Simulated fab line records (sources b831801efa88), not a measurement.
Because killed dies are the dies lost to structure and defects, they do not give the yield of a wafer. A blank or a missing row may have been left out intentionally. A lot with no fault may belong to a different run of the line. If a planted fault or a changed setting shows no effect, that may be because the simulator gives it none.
Check for tools in common -- flow gf180mcu -- Sample size 13 lots and 39 wafers

THE REASON FOR OPENING IT
At GF_MVSD_TW_MEAS_11 the reading MVSD_TW is flagged on 2 of 13 lots. Wafers without a fault read 1591, standard deviation 9.7.
Rule: a lot is flagged when every wafer of it that has a number lies more than 4 standard deviations from that mean, or none has a number. As for the other lots, they are considered sound.

lot,measured,on,"MVSD_TW, wafer by wafer",flag
L323,day 4 10:41,film_metro-03,1587 1590 1582,
L324,day 4 18:46,film_metro-02,1594 1594 1586,
L325,day 4 21:50,film_metro-03,1599 1590 1590,
L329,day 5 22:13,film_metro-02,983 993 989,FLAGGED
L330,day 6 04:05,film_metro-04,991 992 998,FLAGGED
L336,day 7 12:23,film_metro-03,1598 1597 1587,
L337,day 7 22:08,film_metro-03,1592 1594 1585,
L338,day 8 01:59,film_metro-03,1593 1597 1588,
L339,day 8 07:56,film_metro-04,1603 1608 1604,
L342,day 8 23:47,film_metro-02,1582 1585 1598,
L343,day 9 07:08,film_metro-04,1622 1603 1605,
L344,day 9 12:22,film_metro-02,1575 1568 1568,
L345,day 9 17:16,film_metro-04,1601 1600 1591,
Average over the flagged lots: 991; offset from the usual -600, equal to -62 standard deviations.

WHICH TOOL RAN EACH LOT
The record holds 1 process step before the reading, out of a route of 602 steps. Read each cell as the tool, then ch plus the chambers that the sampled wafers visited, then the start.
lot,flag,GF_MVSD_IMPLANT_08
L323,,"implanter-01 ch 0, day 4 10:17"
L324,,"implanter-03 ch 0, day 4 18:23"
L325,,"implanter-04 ch 0, day 4 21:26"
L329,FLAGGED,"implanter-01 ch 0, day 5 21:49"
L330,FLAGGED,"implanter-01 ch 0, day 6 03:41"
L336,,"implanter-03 ch 0, day 7 11:59"
L337,,"implanter-04 ch 0, day 7 21:44"
L338,,"implanter-04 ch 0, day 8 01:37"
L339,,"implanter-04 ch 0, day 8 07:34"
L342,,"implanter-01 ch 0, day 8 23:25"
L343,,"implanter-01 ch 0, day 9 06:44"
L344,,"implanter-01 ch 0, day 9 11:59"
L345,,"implanter-04 ch 0, day 9 16:52"
What is done by these steps:
- GF_MVSD_IMPLANT_08
- GF_MVSD_TW_MEAS_11

FLAGGED OVER TOTAL, TOOL BY TOOL (the gauges that took the reading come last)
step,tool,lots run,flagged,share of the flagged lots,sound lots run after its first flagged lot
GF_MVSD_IMPLANT_08,implanter-01,6,2,all,"3 (L342,L343,L344)"
GF_MVSD_IMPLANT_08,implanter-03,2,0,none,-
GF_MVSD_IMPLANT_08,implanter-04,5,0,none,-
GF_MVSD_TW_MEAS_11,film_metro-02,4,1,some,"2 (L342,L344)"
GF_MVSD_TW_MEAS_11,film_metro-03,5,0,none,-
GF_MVSD_TW_MEAS_11,film_metro-04,4,1,some,"3 (L339,L343,L345)"

WHAT THE TABLE ALLOWS
In the table, 1 row covers all flagged lots: implanter-01 at GF_MVSD_IMPLANT_08.
- implanter-01 at GF_MVSD_IMPLANT_08: 2 of its 6 lots flagged. Sound lots followed the first flagged one (L342, L343, L344) on it, something a lasting fault affecting the whole tool could not allow. Its own readings (dose_ions_cm2, faraday_current_uA) fall more than 4 standard deviations out on all wafers of the flagged lots.
No row of the table ran every flagged lot and no sound lot after the first.

WHAT HAD BEEN PUT IN BY THE SIMULATOR
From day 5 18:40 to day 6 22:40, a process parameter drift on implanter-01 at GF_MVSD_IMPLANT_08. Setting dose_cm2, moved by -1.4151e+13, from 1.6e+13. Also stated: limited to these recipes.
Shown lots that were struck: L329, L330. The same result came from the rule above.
